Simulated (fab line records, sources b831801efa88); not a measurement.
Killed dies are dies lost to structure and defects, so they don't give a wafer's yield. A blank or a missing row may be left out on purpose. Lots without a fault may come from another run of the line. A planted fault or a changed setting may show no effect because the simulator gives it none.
Which tool did it? | flow sky130 | 12 lots, 36 wafers sampled, at 6 steps of a route of 708

WHAT THE GAUGES READ, wafer by wafer
SKY_VIA4_OVL_MEAS_11.
lot  | measured     | on         | VIA4_OVL (nm)
L075 | day 43 17:10 | overlay-01 | -0.9 -0.5 -2.0
L077 | day 43 17:29 | overlay-02 | -1.4 -0.2 -2.2
L079 | day 44 07:22 | overlay-01 | 2.2 1.6 2.2
L081 | day 44 20:49 | overlay-01 | 0.1 2.0 2.2
L083 | day 45 13:44 | overlay-02 | -0.9 -2.1 -0.2
L085 | day 45 16:32 | overlay-02 | -2.3 -1.6 -1.0
L087 | day 46 11:04 | overlay-02 | -1.0 -0.3 -0.3
L089 | day 46 20:38 | overlay-02 | -0.3 1.3 1.5
L093 | day 48 08:05 | overlay-01 | 0.1 -1.0 -1.7
L091 | day 48 12:07 | overlay-02 | -0.5 0.6 1.5
L092 | day 48 13:47 | overlay-01 | 3.4 1.3 1.7
L097 | day 48 16:43 | overlay-01 | 0.3 1.3 2.1

WHICH TOOL RAN EACH LOT (tool, then ch and the chambers of the sampled wafers, then the start)
lot  | SKY_CONTACT_CVD_24            | SKY_METAL1_SPUTTER_04        | SKY_VIA1_CMP_24               | SKY_METAL3_ETCH_16                | SKY_METAL4_SPUTTER_02
L075 | cvd_w-02 ch 0,1, day 32 14:10 | pvd_sputter-02, day 32 14:50 | cmp-02 ch 1,2,3, day 34 22:17 | rie_metal-04 ch 0,1, day 39 09:00 | pvd_sputter-02, day 40 13:03
L077 | cvd_w-01 ch 0,1, day 32 16:13 | pvd_sputter-04, day 32 16:52 | cmp-02 ch 1,2,3, day 34 23:50 | rie_metal-01 ch 0,1, day 39 10:39 | pvd_sputter-03, day 40 14:41
L079 | cvd_w-02 ch 0, day 33 10:02   | pvd_sputter-04, day 33 10:43 | cmp-02 ch 0,2,3, day 35 18:08 | rie_metal-04 ch 0, day 40 03:55   | pvd_sputter-03, day 41 07:39
L081 | cvd_w-01 ch 0,1, day 34 02:25 | pvd_sputter-01, day 34 03:07 | cmp-01 ch 0,3, day 36 10:41   | rie_metal-02 ch 0,1, day 40 19:49 | pvd_sputter-01, day 41 23:11
L083 | cvd_w-01 ch 0,1, day 34 19:07 | pvd_sputter-04, day 34 19:46 | cmp-02 ch 0,1,2, day 37 02:44 | rie_metal-02 ch 0,1, day 41 10:23 | pvd_sputter-01, day 42 14:13
L085 | cvd_w-02 ch 1, day 35 04:12   | pvd_sputter-04, day 35 04:53 | cmp-01 ch 0,1,2, day 37 11:38 | rie_metal-04 ch 0,1, day 41 18:22 | pvd_sputter-03, day 42 21:35
L087 | cvd_w-01 ch 1, day 36 02:01   | pvd_sputter-02, day 36 02:42 | cmp-01 ch 0,1, day 38 08:06   | rie_metal-01 ch 0,1, day 42 14:15 | pvd_sputter-02, day 43 16:32
L089 | cvd_w-01 ch 0,1, day 36 13:47 | pvd_sputter-01, day 36 14:28 | cmp-02 ch 0,1,2, day 38 19:37 | rie_metal-04 ch 0,1, day 43 02:07 | pvd_sputter-03, day 44 03:41
L093 | cvd_w-02 ch 0,1, day 38 11:00 | pvd_sputter-02, day 38 11:41 | cmp-02 ch 0,2, day 40 15:37   | rie_metal-04 ch 1, day 44 16:40   | pvd_sputter-02, day 45 17:07
L091 | cvd_w-01 ch 0,1, day 38 13:47 | pvd_sputter-02, day 38 14:28 | cmp-02 ch 0,1,2, day 40 19:05 | rie_metal-04 ch 0,1, day 44 18:51 | pvd_sputter-02, day 45 19:34
L092 | cvd_w-02 ch 0,1, day 38 15:34 | pvd_sputter-04, day 38 16:25 | cmp-02 ch 0,1,2, day 40 21:45 | rie_metal-02 ch 0,1, day 44 22:01 | pvd_sputter-01, day 45 22:25
L097 | cvd_w-02 ch 0,1, day 38 23:11 | pvd_sputter-04, day 39 00:01 | cmp-01 ch 0,2,3, day 41 04:06 | rie_metal-01 ch 0,1, day 45 03:06 | pvd_sputter-03, day 46 03:11
- SKY_CONTACT_CVD_24: deposits W, target thk 340 nm, time 102.12 s.
- SKY_METAL1_SPUTTER_04: material TiN, target thk 70 nm, time 58.3 s.
- SKY_VIA1_CMP_24: polishes, stops on SiO2, t overpolish 15 s, target thk 0 nm.
- SKY_METAL3_ETCH_16: etches BARC in N2/H2, stops on SiO2, time 85.15 s, target depth 60 nm.
- SKY_METAL4_SPUTTER_02: material AlCu, target thk 735 nm, time 39.1 s.

THE ANSWER, worked out from the rows above alone
Rule: what is usual is taken from the lots themselves. Put in order of their means at a reading, lots are off if they are a third of the lots or fewer, leave a main group of 4 or more, and stand apart from it by a gap of 3 or more times the standard deviation of the main group's means; of several such gaps the widest counts. A main group whose means are all the same, to the digits that the tables above print for the reading, isn't used. A lot without any number at a reading at which 4 lots or more have one is off too. The other lots that the step has rows for count as sound.
No lot is off at any reading shown: from this, nothing can be told.

WHAT THE SIMULATOR HAD PUT IN
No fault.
